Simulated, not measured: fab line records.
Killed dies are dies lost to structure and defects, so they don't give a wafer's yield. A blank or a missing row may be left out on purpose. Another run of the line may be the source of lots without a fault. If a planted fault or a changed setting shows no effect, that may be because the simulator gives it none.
fab line records	flow sky130
record lots=11	wafers=31	lastDay=50
route steps=708 shown SD_N@350 LOCAL_INTERCONNECT@387 PAD_OPEN@708
lots with no fault: from the same line, run without faults
startH: start of the lot's first displayed wafer, in hours after the record's first day	waitH: how many hours have passed since the lot's step before this one	" as in the row above	L1.1+2: several wafers, shown together as one row	- no value, or no start was given	* or withheld: withheld	< > ~ a bound
route shown NAME@n: NAME is a module with steps in the file, n the number in the route of the first one	usual: average and standard deviation across the fault-free wafers	same: alike in all rows	chamber/n: place in a boat	sites: readings site by site	_std_site: how widely they spread, as a standard deviation	_edge_site: inner sites' mean taken away from outer sites' mean	radiusMm: for every site, how far away it sits from the centre of the wafer	mask NAME#n: copy n	behind: the last tool/chamber to shape the wafer	hold: why the lot went on hold/how many hours it stayed there/how the hold came to an end	device: the n, p or np transistor that did not switch	end of line: tests run on the same wafers once the route is complete	where a step has no rows: the recipe by itself	killed: count of dies lost to structure and defects at first sort (not the wafer's yield)	map: the dies of a wafer, with x for killed, . for not killed, _ for no die there
set.NAME: the setting the step ran with; set.NAME@STEP: the setting that earlier step ran with	model.NAME: the simulator's own value behind a step, which no gauge read
the route's steps for a sample of lots (tables are steps, rows are wafers)
services: a tool's chamber out of use, with start hour (startH, from the record's first day; less than 0 if before it), hours out, and reason
## steps
# step SKY_SD_N_OVL_MEAS_08
# usual SD_N_OVL=-0.8/1.4
lot.wafer	tool	chamber	startH	waitH	SD_N_OVL[nm]
L650.2	overlay-01	-	667.53	0.1	-1.2
L650.3	"	-	"	"	-0.3
L650.6	"	-	"	"	-1.6
L651.1	overlay-01	-	691.52	0.1	-0.7
L651.4	"	-	"	"	-3.5
L651.5	"	-	"	"	-2.1
L653.1	overlay-01	-	698.78	0.1	0.4
L653.5	"	-	"	"	0.3
L653.6	"	-	"	"	-1.5
L656.2	overlay-01	-	736.00	0.1	-0.6
L656.5	"	-	"	"	-1.1
L656.6	"	-	"	"	-0.8
L657.1	overlay-02	-	740.44	0.1	-1.8
L657.5	"	-	"	"	-1.9
L657.6	"	-	"	"	-2.3
L658.1	overlay-01	-	746.62	0.1	-3.5
L658.3	"	-	"	"	-3.8
L658.5	"	-	"	"	-2.9
L659.1	overlay-01	-	753.38	0.1	-0.9
L659.4	"	-	"	"	-1.4
L659.6	"	-	"	"	-0.7
L664.1	overlay-01	-	795.43	0.1	0.8
L664.3	"	-	"	"	0.3
L664.6	"	-	"	"	2.2
L661.2	overlay-02	-	796.53	0.1	2.2
L661.3	"	-	"	"	2.1
L661.6	"	-	"	"	2.6
L670.1	overlay-02	-	839.24	0.1	-2.8
L670.5	"	-	"	"	-2.8
L671.1	overlay-01	-	844.54	0.1	-0.3
L671.4	"	-	"	"	-1.4
# step SKY_LOCAL_INTERCONNECT_SPUTTER_00
# recipe material=TiN	targetThkNm=100	tempC=300	powerW=6500	timeS=83.3	chamberPressurePa=0.4
# usual throttleValvePct=30.2/1.3
lot.wafer	tool	chamber	startH	waitH	throttleValvePct
L650.2	pvdSputter-01	-	698.97	0.1	29.6
L650.3	"	-	"	"	28.5
L650.6	"	-	"	"	33.0
L651.1	pvdSputter-04	-	723.01	0.1	31.1
L651.4	"	-	"	"	29.9
L651.5	"	-	"	"	29.1
L653.1	pvdSputter-04	-	730.13	0.1	29.9
L653.5	"	-	"	"	29.9
L653.6	"	-	"	"	29.1
L656.2	pvdSputter-01	-	765.63	0.2	30.3
L656.5	"	-	"	"	28.9
L656.6	"	-	"	"	30.6
L657.1	pvdSputter-01	-	770.00	0.2	29.5
L657.5	"	-	"	"	29.8
L657.6	"	-	"	"	28.4
L658.1	pvdSputter-01	-	775.30	0.1	33.0
L658.3	"	-	"	"	30.5
L658.5	"	-	"	"	29.9
L659.1	pvdSputter-01	-	781.15	0.2	30.3
L659.4	"	-	"	"	29.8
L659.6	"	-	"	"	32.8
L664.1	pvdSputter-01	-	824.09	0.2	32.6
L664.3	"	-	"	"	30.6
L664.6	"	-	"	"	28.6
L661.2	pvdSputter-04	-	824.21	0.1	29.2
L661.3	"	-	"	"	29.7
L661.6	"	-	"	"	29.9
L670.1	pvdSputter-04	-	867.78	0.2	29.0
L670.5	"	-	"	"	29.2
L671.1	pvdSputter-04	-	872.55	0.2	29.4
L671.4	"	-	"	"	29.4
# step SKY_LOCAL_INTERCONNECT_RS_MEAS_01
# recipe thkMeasGauge=four-point-probe	reads=TiN_of_LOCAL_INTERCONNECT_SPUTTER_00
# usual LOCAL_INTERCONNECT_TIN_RS=14.26/0.13
lot.wafer	tool	chamber	startH	waitH	LOCAL_INTERCONNECT_TIN_RS[ohm/sq]
L650.2	filmMetro-04	-	699.05	0.1	14.35
L650.3	"	-	"	"	14.22
L650.6	"	-	"	"	14.21
L651.1	filmMetro-02	-	723.07	0.0	14.40
L651.4	"	-	"	"	14.43
L651.5	"	-	"	"	14.53
L653.1	filmMetro-04	-	730.20	0.0	14.10
L653.5	"	-	"	"	14.18
L653.6	"	-	"	"	14.22
L656.2	filmMetro-02	-	765.71	0.1	14.34
L656.5	"	-	"	"	14.25
L656.6	"	-	"	"	14.38
L657.1	filmMetro-02	-	770.06	0.0	14.37
L657.5	"	-	"	"	14.39
L657.6	"	-	"	"	14.17
L658.1	filmMetro-02	-	775.37	0.0	14.14
L658.3	"	-	"	"	14.35
L658.5	"	-	"	"	14.25
L659.1	filmMetro-02	-	781.21	0.0	14.20
L659.4	"	-	"	"	14.16
L659.6	"	-	"	"	14.08
L664.1	filmMetro-01	-	824.15	0.0	14.25
L664.3	"	-	"	"	14.39
L664.6	"	-	"	"	14.32
L661.2	filmMetro-04	-	824.29	0.1	14.41
L661.3	"	-	"	"	14.21
L661.6	"	-	"	"	14.40
L670.1	filmMetro-02	-	867.84	0.0	14.35
L670.5	"	-	"	"	8.90
L671.1	filmMetro-04	-	872.61	0.0	14.16
L671.4	"	-	"	"	8.86
# step SKY_LOCAL_INTERCONNECT_THK_MEAS_02
# recipe thkMeasGauge=xrf	reads=TiN_of_LOCAL_INTERCONNECT_SPUTTER_00
# usual LOCAL_INTERCONNECT_TIN_THK=99.0/0.91
lot.wafer	tool	chamber	startH	waitH	LOCAL_INTERCONNECT_TIN_THK[nm]
L650.2	filmMetro-04	-	699.16	0.1	98.5
L650.3	"	-	"	"	99.7
L650.6	"	-	"	"	99.5
L651.1	filmMetro-02	-	723.19	0.1	98.1
L651.4	"	-	"	"	97.8
L651.5	"	-	"	"	97.3
L653.1	filmMetro-04	-	730.32	0.1	99.8
L653.5	"	-	"	"	98.9
L653.6	"	-	"	"	99.8
L656.2	filmMetro-02	-	765.82	0.1	98.9
L656.5	"	-	"	"	98.3
L656.6	"	-	"	"	97.8
L657.1	filmMetro-02	-	770.18	0.1	97.5
L657.5	"	-	"	"	98.1
L657.6	"	-	"	"	99.3
L658.1	filmMetro-02	-	775.49	0.1	99.5
L658.3	"	-	"	"	98.2
L658.5	"	-	"	"	98.5
L659.1	filmMetro-02	-	781.33	0.1	99.3
L659.4	"	-	"	"	99.4
L659.6	"	-	"	"	99.7
L664.1	filmMetro-01	-	824.27	0.1	98.9
L664.3	"	-	"	"	98.0
L664.6	"	-	"	"	98.4
L661.2	filmMetro-04	-	824.40	0.1	98.1
L661.3	"	-	"	"	99.5
L661.6	"	-	"	"	98.0
L670.1	filmMetro-02	-	867.96	0.1	98.1
L670.5	"	-	"	"	155.4
L671.1	filmMetro-04	-	872.73	0.1	99.9
L671.4	"	-	"	"	157.3
# step SKY_LOCAL_INTERCONNECT_OVL_MEAS_12
# usual LOCAL_INTERCONNECT_OVL=1/4.5
lot.wafer	tool	chamber	startH	waitH	LOCAL_INTERCONNECT_OVL[nm]
L650.2	overlay-02	-	727.45	0.1	-2
L650.3	"	-	"	"	-1
L650.6	"	-	"	"	2
L651.1	overlay-02	-	750.33	0.1	-9
L651.4	"	-	"	"	1
L651.5	"	-	"	"	0
L653.1	overlay-01	-	757.43	0.1	3
L653.5	"	-	"	"	10
L653.6	"	-	"	"	5
L656.2	overlay-01	-	789.83	0.1	1
L656.5	"	-	"	"	1
L656.6	"	-	"	"	-1
L657.1	overlay-02	-	794.04	0.1	-1
L657.5	"	-	"	"	1
L657.6	"	-	"	"	-3
L658.1	overlay-02	-	799.53	0.1	9
L658.3	"	-	"	"	6
L658.5	"	-	"	"	4
L659.1	overlay-01	-	804.59	0.1	9
L659.4	"	-	"	"	8
L659.6	"	-	"	"	4
L664.1	overlay-01	-	850.89	0.1	4
L664.3	"	-	"	"	1
L664.6	"	-	"	"	3
L661.2	overlay-02	-	851.18	0.1	-1
L661.3	"	-	"	"	3
L661.6	"	-	"	"	1
L670.1	overlay-02	-	894.03	0.1	0
L670.5	"	-	"	"	-6
L671.1	overlay-02	-	897.78	0.1	8
L671.4	"	-	"	"	-1
# step SKY_LOCAL_INTERCONNECT_ETCH_13
# recipe chemistry=N2/H2	target=BARC	ionEnergyEv=200	biasW=100	pressureMtorr=30	n2FlowSccm=100	h2FlowSccm=200	icpW=500	stopOn=SiO2	timeS=45.9	targetDepthA=600
# usual drypumpMotorCurrentA=5.7/0.45	oesProductAu=0.855/0.0046	throttleValvePct=13.224/0.0087
lot.wafer	tool	chamber	startH	waitH	drypumpMotorCurrentA	oesProductAu	rfHoursCounterH	throttleValvePct
L650.2	rieMetal-01	0	727.50	0.0	6.3	0.855	-	13.211
L650.3	"	0	"	"	6.4	0.856	-	13.213
L650.6	"	0	"	"	6.3	0.860	-	13.231
L651.1	rieMetal-03	1	750.37	0.0	5.2	0.853	14	13.212
L651.4	"	1	"	"	5.2	0.862	-	13.213
L651.5	"	0	"	"	6.0	0.853	-	13.219
L653.1	rieMetal-03	0	757.47	0.0	6.0	0.857	1	13.227
L653.5	"	0	"	"	6.0	0.853	-	13.224
L653.6	"	1	"	"	5.2	0.859	-	13.213
L656.2	rieMetal-04	0	789.86	0.0	6.0	0.857	9	13.228
L656.5	"	1	"	"	5.6	0.857	-	13.214
L656.6	"	0	"	"	6.0	0.858	-	13.209
L657.1	rieMetal-01	1	794.08	0.0	5.2	0.851	3	13.229
L657.5	"	1	"	"	5.2	0.850	-	13.218
L657.6	"	1	"	"	5.2	0.862	-	13.224
L658.1	rieMetal-03	1	799.57	0.0	5.2	0.853	0	13.215
L658.3	"	0	"	"	6.0	0.857	-	13.222
L658.5	"	1	"	"	5.2	0.856	-	13.229
L659.1	rieMetal-03	0	804.63	0.0	6.0	0.851	3	13.225
L659.4	"	0	"	"	6.0	0.851	-	13.225
L659.6	"	0	"	"	6.0	0.857	-	13.223
L664.1	rieMetal-03	1	850.93	0.0	5.2	0.854	2	13.228
L664.3	"	1	"	"	5.2	0.854	-	13.224
L664.6	"	0	"	"	6.0	0.855	-	13.221
L661.2	rieMetal-01	0	851.21	0.0	6.3	0.851	2	13.221
L661.3	"	1	"	"	5.2	0.845	-	13.221
L661.6	"	0	"	"	6.4	0.856	-	13.218
L670.1	rieMetal-01	0	894.07	0.0	6.4	0.856	4	13.220
L670.5	"	1	"	"	5.2	0.851	-	13.229
L671.1	rieMetal-04	0	897.82	0.0	6.0	0.864	13	13.237
L671.4	"	0	"	"	6.0	0.859	-	13.216
# step SKY_LOCAL_INTERCONNECT_METAL_ETCH_14
# recipe targetDepthNm=110	stopOn=PSG	chemistry=Cl2/BCl3	target=TiN	resistSidewallDeg=88	pressureMtorr=10	icpW=900	biasW=48.5	Cl2_flow_sccm=60	bcl3FlowSccm=30	timeS=31.4
# usual drypumpMotorCurrentA=5.7/0.46	oesProductAu=0.937/0.0063	throttleValvePct=21.904/0.0096
lot.wafer	tool	chamber	startH	waitH	drypumpMotorCurrentA	oesProductAu	rfHoursCounterH	throttleValvePct
L650.2	rieMetal-01	0	727.62	0.1	6.3	0.930	-	21.913
L650.3	"	0	"	"	6.3	0.941	-	21.909
L650.6	"	0	"	"	6.3	0.940	-	21.899
L651.1	rieMetal-03	1	750.43	0.0	5.2	0.933	14	21.906
L651.4	"	1	"	"	5.2	0.931	-	21.906
L651.5	"	0	"	"	6.1	0.923	-	21.910
L653.1	rieMetal-03	0	757.53	0.0	6.0	0.948	1	21.888
L653.5	"	0	"	"	6.0	0.943	-	21.915
L653.6	"	1	"	"	5.2	0.938	-	21.917
L656.2	rieMetal-04	0	789.92	0.0	6.1	0.937	9	21.914
L656.5	"	1	"	"	5.6	0.944	-	21.914
L656.6	"	0	"	"	6.1	0.928	-	21.907
L657.1	rieMetal-01	1	794.20	0.1	5.2	0.926	3	21.908
L657.5	"	1	"	"	5.2	0.928	-	21.903
L657.6	"	1	"	"	5.2	0.939	-	21.902
L658.1	rieMetal-03	1	799.63	0.0	5.2	0.937	0	21.888
L658.3	"	0	"	"	6.0	0.938	-	21.904
L658.5	"	1	"	"	5.2	0.933	-	21.907
L659.1	rieMetal-03	0	804.69	0.0	6.0	0.939	3	21.913
L659.4	"	0	"	"	6.0	0.933	-	21.902
L659.6	"	0	"	"	6.0	0.946	-	21.911
L664.1	rieMetal-03	1	850.99	0.0	5.2	0.928	2	21.907
L664.3	"	1	"	"	5.2	0.933	-	21.917
L664.6	"	0	"	"	6.0	0.944	-	21.903
L661.2	rieMetal-01	0	851.27	0.0	6.3	0.930	2	21.905
L661.3	"	1	"	"	5.2	0.935	-	21.898
L661.6	"	0	"	"	6.3	0.937	-	21.905
L670.1	rieMetal-01	0	894.13	0.0	6.3	0.942	4	21.902
L670.5	"	1	"	"	5.2	0.994	-	21.857
L671.1	rieMetal-04	0	897.88	0.0	6.1	0.942	13	21.886
L671.4	"	0	"	"	6.1	0.999	-	21.850
# step SKY_PAD_OPEN_PROBE_99
# usual killed_at_M0_to_M3=43/6.6	killed_at_M4_up=3.2/1.8	killedAtContacts=24/5	killedAtFrontEnd=15/4.5	killedAtOther=0.2/0.46	killedDies=86/8.8	killedOnRim=16/3.4	killedOpen=48/6.6	killedShort=38/6.1
# same grossDies=492	killedAtBackSide=0
lot.wafer	tool	chamber	startH	waitH	killed_at_M0_to_M3	killed_at_M4_up	killedAtContacts	killedAtFrontEnd	killedAtOther	killedDies	killedOnRim	killedOpen	killedShort
L650.2	prober-02	-	1090.66	0.1	43	5	16	20	0	84	16	43	41
L650.3	prober-02	-	1090.71	0.2	36	2	19	24	0	81	12	55	26
L650.6	prober-02	-	1090.86	0.2	43	2	24	23	0	92	16	58	34
L651.1	prober-01	-	1106.04	0.1	44	4	21	17	0	86	14	51	35
L651.4	prober-01	-	1106.19	0.2	51	3	18	12	0	84	13	39	45
L651.5	prober-01	-	1106.24	0.2	37	4	22	17	0	80	18	42	38
L653.1	prober-01	-	1110.89	0.1	46	2	28	14	0	90	16	54	36
L653.5	prober-01	-	1111.09	0.2	48	2	32	16	0	98	22	55	43
L653.6	prober-01	-	1111.14	0.2	42	5	24	18	0	89	19	49	40
L656.2	prober-01	-	1136.89	0.1	46	3	21	15	1	86	18	45	41
L656.5	prober-01	-	1137.04	0.2	42	5	24	15	0	86	16	48	38
L656.6	prober-01	-	1137.09	0.2	45	3	16	14	1	79	17	47	32
L657.1	prober-02	-	1139.79	0.1	41	1	31	13	1	87	15	53	34
L657.5	prober-02	-	1139.99	0.2	39	2	23	17	0	81	16	38	43
L657.6	prober-02	-	1140.04	0.2	35	5	24	15	0	79	14	50	29
L658.1	prober-01	-	1146.39	0.1	55	1	24	25	1	106	19	61	45
L658.3	prober-01	-	1146.49	0.2	36	1	30	22	0	89	18	50	39
L658.5	prober-01	-	1146.59	0.2	44	5	32	15	0	96	20	56	40
L659.1	prober-02	-	1148.80	0.1	52	3	20	13	0	88	22	44	44
L659.4	prober-02	-	1148.95	0.2	41	1	24	28	0	94	19	46	48
L659.6	prober-02	-	1149.05	0.2	34	6	14	11	0	65	12	38	27
L661.2	prober-01	-	1178.53	0.1	53	4	17	14	1	89	11	42	47
L661.3	prober-01	-	1178.58	0.2	45	5	31	16	0	97	17	62	35
L661.6	prober-01	-	1178.73	0.2	48	3	30	14	1	96	19	56	40
L664.1	prober-02	-	1180.43	0.1	46	3	22	9	0	80	18	46	34
L664.3	prober-02	-	1180.53	0.2	53	4	19	14	0	90	12	48	42
L664.6	prober-02	-	1180.68	0.2	42	1	24	9	1	77	12	46	31
L670.1	prober-01	-	1208.83	0.1	27	5	34	16	0	82	15	39	43
L670.5	prober-01	-	1209.03	0.2	38	2	439	13	0	492	96	39	31
L671.1	prober-01	-	1211.13	0.1	37	2	22	11	0	72	16	34	38
L671.4	prober-01	-	1211.28	0.2	39	4	433	16	0	492	96	43	38
# killed by level:class
L650.2 VIA1:geometricParticle:open=12 METAL1:geometricParticle:short=8 VIA2:geometricParticle:open=8 FIELD_ISO:geometricParticle:open=6 FIELD_ISO:geometricParticle:short=6 CONTACT:geometricParticle:open=5 METAL2:geometricParticle:short=5 METAL4:geometricParticle:short=5
L650.3 VIA2:geometricParticle:open=12 POLY_GATE:geometricParticle:open=10 VIA3:geometricParticle:open=6 LI_CONTACT:geometricParticle:open=6 CONTACT:geometricParticle:open=6 VIA1:geometricParticle:open=6 POLY_GATE:geometricParticle:short=4 LOCAL_INTERCONNECT:geometricParticle:short=4
L650.6 VIA1:geometricParticle:open=15 CONTACT:geometricParticle:open=11 VIA2:geometricParticle:open=11 POLY_GATE:geometricParticle:short=10 FIELD_ISO:geometricParticle:open=5 METAL2:geometricParticle:short=5 LI_CONTACT:geometricParticle:open=4 POLY_GATE:geometricParticle:open=3
L651.1 VIA1:geometricParticle:open=13 VIA2:geometricParticle:open=7 LI_CONTACT:geometricParticle:open=6 CONTACT:geometricParticle:open=6 FIELD_ISO:geometricParticle:open=5 POLY_GATE:geometricParticle:open=5 CONTACT:geometricParticle:short=5 METAL1:geometricParticle:short=5
L651.4 VIA1:geometricParticle:open=11 VIA3:geometricParticle:open=8 VIA1:geometricParticle:short=7 CONTACT:geometricParticle:open=6 METAL2:geometricParticle:short=5 VIA3:geometricParticle:short=5 FIELD_ISO:geometricParticle:short=4 POLY_GATE:geometricParticle:short=4
L651.5 CONTACT:geometricParticle:open=8 VIA1:geometricParticle:open=8 VIA3:geometricParticle:open=8 FIELD_ISO:geometricParticle:short=5 METAL2:geometricParticle:short=5 VIA2:geometricParticle:open=5 POLY_GATE:geometricParticle:open=4 CONTACT:geometricParticle:short=4
L653.1 CONTACT:geometricParticle:open=12 VIA1:geometricParticle:open=10 VIA3:geometricParticle:open=6 VIA1:geometricParticle:short=6 VIA2:geometricParticle:open=6 CONTACT:geometricParticle:short=5 LI_CONTACT:geometricParticle:short=5 LI_CONTACT:geometricParticle:open=5
L653.5 CONTACT:geometricParticle:open=13 VIA1:geometricParticle:open=9 VIA3:geometricParticle:open=9 VIA2:geometricParticle:open=7 CONTACT:geometricParticle:short=7 METAL1:geometricParticle:short=7 VIA1:geometricParticle:short=6 LI_CONTACT:geometricParticle:open=5
L653.6 VIA1:geometricParticle:open=11 CONTACT:geometricParticle:open=9 CONTACT:geometricParticle:short=7 VIA2:geometricParticle:open=7 FIELD_ISO:geometricParticle:open=5 FIELD_ISO:geometricParticle:short=5 VIA3:geometricParticle:open=5 LI_CONTACT:geometricParticle:open=5
L656.2 VIA1:geometricParticle:open=14 CONTACT:geometricParticle:open=9 METAL1:geometricParticle:short=8 VIA3:geometricParticle:open=5 VIA1:geometricParticle:short=5 SPACER:geometricParticle:short=4 LI_CONTACT:geometricParticle:short=4 METAL2:geometricParticle:short=4
L656.5 VIA1:geometricParticle:open=9 CONTACT:geometricParticle:open=9 METAL1:geometricParticle:short=8 VIA2:geometricParticle:open=8 VIA3:geometricParticle:open=7 LOCAL_INTERCONNECT:geometricParticle:short=6 FIELD_ISO:geometricParticle:open=4 LI_CONTACT:geometricParticle:open=4
L656.6 VIA1:geometricParticle:open=11 VIA2:geometricParticle:open=9 VIA3:geometricParticle:open=7 POLY_GATE:geometricParticle:open=6 CONTACT:geometricParticle:open=6 VIA1:geometricParticle:short=5 FIELD_ISO:geometricParticle:short=4 POLY_GATE:geometricParticle:short=4
L657.1 LI_CONTACT:geometricParticle:open=11 VIA1:geometricParticle:open=11 VIA2:geometricParticle:open=9 CONTACT:geometricParticle:short=8 CONTACT:geometricParticle:open=6 METAL2:geometricParticle:short=6 VIA3:geometricParticle:open=5 FIELD_ISO:geometricParticle:open=4
L657.5 VIA1:geometricParticle:open=9 CONTACT:geometricParticle:open=7 VIA2:geometricParticle:open=7 FIELD_ISO:geometricParticle:short=6 LOCAL_INTERCONNECT:geometricParticle:short=6 VIA3:geometricParticle:open=6 CONTACT:geometricParticle:short=5 METAL1:geometricParticle:short=5
L657.6 CONTACT:geometricParticle:open=11 VIA3:geometricParticle:open=9 VIA1:geometricParticle:open=8 LOCAL_INTERCONNECT:geometricParticle:short=7 VIA2:geometricParticle:open=6 SPACER:geometricParticle:short=5 FIELD_ISO:geometricParticle:open=4 LI_CONTACT:geometricParticle:open=4
L658.1 VIA1:geometricParticle:open=15 VIA2:geometricParticle:open=9 CONTACT:geometricParticle:open=8 VIA3:geometricParticle:open=7 FIELD_ISO:geometricParticle:open=5 FIELD_ISO:geometricParticle:short=5 POLY_GATE:geometricParticle:short=5 METAL1:geometricParticle:short=5
L658.3 CONTACT:geometricParticle:open=14 LI_CONTACT:geometricParticle:open=7 VIA1:geometricParticle:open=7 METAL2:geometricParticle:short=6 METAL1:geometricParticle:short=5 VIA2:geometricParticle:open=5 FIELD_ISO:geometricParticle:open=4 POLY_GATE:geometricParticle:open=4
L658.5 LI_CONTACT:geometricParticle:open=12 CONTACT:geometricParticle:open=12 METAL2:geometricParticle:short=11 VIA1:geometricParticle:open=8 VIA2:geometricParticle:open=7 VIA3:geometricParticle:open=5 FIELD_ISO:geometricParticle:short=4 FIELD_ISO:geometricParticle:open=4
L659.1 VIA1:geometricParticle:open=12 METAL1:geometricParticle:short=10 VIA2:geometricParticle:open=9 CONTACT:geometricParticle:open=7 METAL2:geometricParticle:short=7 CONTACT:geometricParticle:short=5 POLY_GATE:geometricParticle:open=4 VIA1:geometricParticle:short=4
L659.4 CONTACT:geometricParticle:open=11 FIELD_ISO:geometricParticle:open=9 POLY_GATE:geometricParticle:short=9 VIA3:geometricParticle:short=8 VIA1:geometricParticle:open=8 CONTACT:geometricParticle:short=6 LI_CONTACT:geometricParticle:open=4 METAL1:geometricParticle:short=4
L659.6 VIA1:geometricParticle:open=7 CONTACT:geometricParticle:open=7 VIA3:geometricParticle:open=6 VIA2:geometricParticle:open=6 METAL4:geometricParticle:short=5 METAL1:geometricParticle:short=5 FIELD_ISO:geometricParticle:open=4 LOCAL_INTERCONNECT:geometricParticle:short=3
L661.2 VIA1:geometricParticle:open=9 METAL2:geometricParticle:short=8 VIA3:geometricParticle:open=8 VIA1:geometricParticle:short=7 CONTACT:geometricParticle:open=6 CONTACT:geometricParticle:short=6 VIA2:geometricParticle:open=5 FIELD_ISO:geometricParticle:short=4
L661.3 CONTACT:geometricParticle:open=13 VIA1:geometricParticle:open=12 LI_CONTACT:geometricParticle:open=9 METAL2:geometricParticle:short=6 VIA2:geometricParticle:open=6 FIELD_ISO:geometricParticle:short=5 VIA3:geometricParticle:open=5 CONTACT:geometricParticle:short=4
L661.6 CONTACT:geometricParticle:open=12 LI_CONTACT:geometricParticle:open=11 METAL2:geometricParticle:short=9 VIA1:geometricParticle:open=9 VIA2:geometricParticle:open=8 METAL1:geometricParticle:short=5 VIA2:geometricParticle:short=5 FIELD_ISO:geometricParticle:short=4
L664.1 VIA1:geometricParticle:open=13 CONTACT:geometricParticle:open=8 VIA2:geometricParticle:open=7 FIELD_ISO:geometricParticle:open=6 LI_CONTACT:geometricParticle:open=6 VIA2:geometricParticle:short=6 METAL2:geometricParticle:short=5 CONTACT:geometricParticle:short=4
L664.3 VIA3:geometricParticle:open=14 VIA1:geometricParticle:open=10 CONTACT:geometricParticle:open=9 FIELD_ISO:geometricParticle:short=7 METAL2:geometricParticle:short=7 VIA1:geometricParticle:short=5 LI_CONTACT:geometricParticle:open=4 METAL3:geometricParticle:short=4
L664.6 VIA1:geometricParticle:open=12 CONTACT:geometricParticle:open=9 VIA3:geometricParticle:open=7 METAL1:geometricParticle:short=5 LI_CONTACT:geometricParticle:open=5 LOCAL_INTERCONNECT:geometricParticle:short=4 CONTACT:geometricParticle:short=4 VIA1:geometricParticle:short=4
L670.1 CONTACT:geometricParticle:open=12 LOCAL_INTERCONNECT:geometricParticle:short=7 VIA1:geometricParticle:open=6 VIA1:geometricParticle:short=6 LI_CONTACT:geometricParticle:open=6 CONTACT:geometricParticle:short=6 FIELD_ISO:geometricParticle:open=5 METAL4:geometricParticle:short=5
L670.5 LOCAL_INTERCONNECT:areaEtch=422 VIA1:geometricParticle:open=7 VIA2:geometricParticle:open=7 CONTACT:geometricParticle:open=6 METAL1:geometricParticle:short=5 VIA3:geometricParticle:open=5 FIELD_ISO:geometricParticle:open=4 LI_CONTACT:geometricParticle:open=4
L671.1 VIA1:geometricParticle:open=8 CONTACT:geometricParticle:open=7 METAL2:geometricParticle:short=6 VIA2:geometricParticle:open=6 LI_CONTACT:geometricParticle:open=5 POLY_GATE:geometricParticle:short=5 CONTACT:geometricParticle:short=5 METAL1:geometricParticle:short=5
L671.4 LOCAL_INTERCONNECT:areaEtch=411 VIA1:geometricParticle:open=11 CONTACT:geometricParticle:open=10 VIA3:geometricParticle:open=6 METAL2:geometricParticle:short=5 VIA2:geometricParticle:open=5 LI_CONTACT:geometricParticle:short=4 LI_CONTACT:geometricParticle:open=4
## services
tool	chamber	startH	hours	kind
rieMetal-03	1	683.25	4.8	repair
rieMetal-04	1	696.55	-	clean
rieMetal-04	1	696.55	11.8	scheduledDown
rieMetal-04	1	696.55	11.8	ventCycle
rieMetal-03	0	708.59	-	clean
rieMetal-03	0	708.59	14.3	scheduledDown
rieMetal-03	0	708.59	14.3	ventCycle
rieMetal-04	1	711.70	3.0	repair
rieMetal-01	1	727.19	-	clean
rieMetal-01	1	727.19	24.9	scheduledDown
rieMetal-01	1	727.19	24.9	ventCycle
pvdSputter-04	-	732.44	9.8	repair
pvdSputter-04	-	758.12	4.4	repair
pvdSputter-04	-	762.76	1.7	repair
rieMetal-01	0	770.58	-	clean
rieMetal-01	0	770.58	24.4	scheduledDown
rieMetal-01	0	770.58	24.4	ventCycle
rieMetal-03	1	782.13	-	clean
rieMetal-03	1	782.13	13.1	scheduledDown
rieMetal-03	1	782.13	13.1	ventCycle
pvdSputter-01	-	808.68	3.4	repair
pvdSputter-01	-	828.97	0.7	repair
rieMetal-03	-	893.75	14.6	pm
## key
firstSign step=SKY_LOCAL_INTERCONNECT_RS_MEAS_01	reading=LOCAL_INTERCONNECT_TIN_RS	direction=down	sigmas=43	usual=14.26	struck=8.88
effect step=SKY_LOCAL_INTERCONNECT_THK_MEAS_02	reading=LOCAL_INTERCONNECT_TIN_THK	direction=up	sigmas=63	usual=99.0	struck=156.4
effect step=SKY_LOCAL_INTERCONNECT_METAL_ETCH_14	reading=oesProductAu	direction=up	sigmas=9.4	usual=0.937	struck=0.996
effect step=SKY_PAD_OPEN_PROBE_99	reading=killedAtContacts	direction=up	sigmas=83	usual=24	struck=436
moreKillsBornAt SKY_LOCAL_INTERCONNECT_METAL_ETCH_14@rieMetal-01=422	SKY_LOCAL_INTERCONNECT_METAL_ETCH_14@rieMetal-04=411
metAt SKY_LOCAL_INTERCONNECT_SPUTTER_00
struckLots L670,L671
struckWafers L670.5,L671.4
laterRowsLeftOut L670.5,L671.4
testerLeftOut L670,L671
notActingAt SKY_SD_N_OVL_MEAS_08,SKY_LOCAL_INTERCONNECT_OVL_MEAS_12,SKY_LOCAL_INTERCONNECT_ETCH_13
onsetBetween 824.21 867.78
fault kind=processParameterDrift	tool=pvdSputter-04	chamber=-	onsetH=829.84	steps=SKY_LOCAL_INTERCONNECT_SPUTTER_00	channel=targetThkNm	offset=57.773	shape=step	endH=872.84	scope=struckWafersOnly	actsIn=theseRecipesOnly	stated=100
# testerLeftOut: of these lots the tester's yield and bins aren't shown, on N5 and GAA mostly nor the transistor test; their killed dies are dies lost to structure and defects alone, not to doping, threshold or leakage, so they don't give the yield
# laterRowsLeftOut: the simulator's readings of these wafers behind a module that went badly wrong aren't trusted and aren't shown, but for the sort
